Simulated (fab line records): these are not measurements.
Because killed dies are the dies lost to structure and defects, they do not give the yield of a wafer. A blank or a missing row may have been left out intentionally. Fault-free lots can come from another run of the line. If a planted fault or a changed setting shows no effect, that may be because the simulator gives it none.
A single fault, viewed from 2 desks || flow gf180mcu || every desk sees just its own numbers, and what lay behind them comes last

== FROM THE METROLOGY DESK ==
Means of the sampled wafers that have a number, per lot and without regard to the tool the lot ran on: this is what the gauges read. Marked OUT: a lot whose mean sits more than 4 standard deviations from the usual mean, which makes it out of limits; the brackets give that distance.
Columns: A = HV_LDD_TW at GF_HV_LDD_TW_MEAS_11, usual 2406; B = HV_LDD_CVD_54_THK at GF_HV_LDD_THK_MEAS_55, usual 10.09 nm; C = NSD_TW at GF_NSD_TW_MEAS_12, usual 4236
{"lot": "L740", "first seen here": "day 9 19:21", "A": 2393, "B": 10.21, "C": 4235}
{"lot": "L741", "first seen here": "day 10 02:47", "A": 2378, "B": 9.98, "C": 4208}
{"lot": "L742", "first seen here": "day 10 09:45", "A": 2423, "B": 9.95, "C": 4248}
{"lot": "L743", "first seen here": "day 10 16:56", "A": 2428, "B": 9.96, "C": 4254}
{"lot": "L744", "first seen here": "day 11 03:08", "A": 2424, "B": 9.95, "C": 4265}
{"lot": "L745", "first seen here": "day 11 06:40", "A": 2414, "B": 10.06, "C": 4238}
{"lot": "L751", "first seen here": "day 14 02:55", "A": 2397, "B": "8.68 (-9.4) OUT", "C": 4277}
{"lot": "L753", "first seen here": "day 14 05:10", "A": 2384, "B": "8.72 (-9.1) OUT", "C": 4230}
{"lot": "L756", "first seen here": "day 15 10:59", "A": 2412, "B": 9.87, "C": 4208}
{"lot": "L758", "first seen here": "day 15 16:16", "A": 2426, "B": 10.04, "C": 4240}
{"lot": "L759", "first seen here": "day 16 06:34", "A": 2415, "B": 9.93, "C": 4275}
{"lot": "L761", "first seen here": "day 16 12:55", "A": 2423, "B": 9.94, "C": 4264}
{"lot": "L762", "first seen here": "day 16 18:06", "A": 2401, "B": 9.86, "C": 4257}
{"lot": "L763", "first seen here": "day 17 01:31", "A": 2386, "B": 10.10, "C": 4249}
Per this desk, out of limits: L751, L753; the first was L751, day 16 22:06 (HV_LDD_CVD_54_THK at GF_HV_LDD_THK_MEAS_55). In limits: L740, L741, L742, L743, L744, L745, L756, L758, L759, L761, L762, L763.

== TOOL OWNER'S DESK, lpcvd-01 ==
The tool's own readings at GF_HV_LDD_CVD_54 (deposits SiO2 from TEOS, target thk 10 nm, time 75 s): means of the sampled wafers that have a number, for each lot that ran on this tool. Marked OUT: a lot whose mean sits more than 4 standard deviations from the usual mean, which makes it out of limits; the brackets give that distance.
Columns: A = pressure_mtorr at GF_HV_LDD_CVD_54, usual 400.0 mTorr; B = susceptor_temp_C at GF_HV_LDD_CVD_54, usual 680.0 C
{"lot": "L742", "first seen here": "day 12 18:50", "A": 400.7, "B": 679.9}
{"lot": "L745", "first seen here": "day 13 17:07", "A": 400.8, "B": 680.0}
{"lot": "L751", "first seen here": "day 16 21:04", "A": 400.2, "B": 680.1}
{"lot": "L753", "first seen here": "day 16 23:35", "A": 399.8, "B": 679.8}
{"lot": "L761", "first seen here": "day 19 13:01", "A": 399.2, "B": 680.2}
{"lot": "L762", "first seen here": "day 19 18:50", "A": 400.0, "B": 680.2}
This desk's finding: nothing out of limits on any of the 6 lots.

== TAKEN TOGETHER ==
The metrology desk could have raised an alarm at day 16 22:06, on L751, L753.
The tool owner's desk saw nothing out of limits.
The tool owner's desk has L751, L753 on record, within its limits.
GF_HV_LDD_CVD_54 was run on lpcvd-01 by each of the lots named.

== WHAT HAD BEEN PUT IN BY THE SIMULATOR ==
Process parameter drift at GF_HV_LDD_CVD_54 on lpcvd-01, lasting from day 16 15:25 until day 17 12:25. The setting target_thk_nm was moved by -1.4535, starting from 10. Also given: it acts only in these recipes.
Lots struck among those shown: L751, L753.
Hours from the fault's start to each desk's first reading out of limits: the metrology desk, 7.
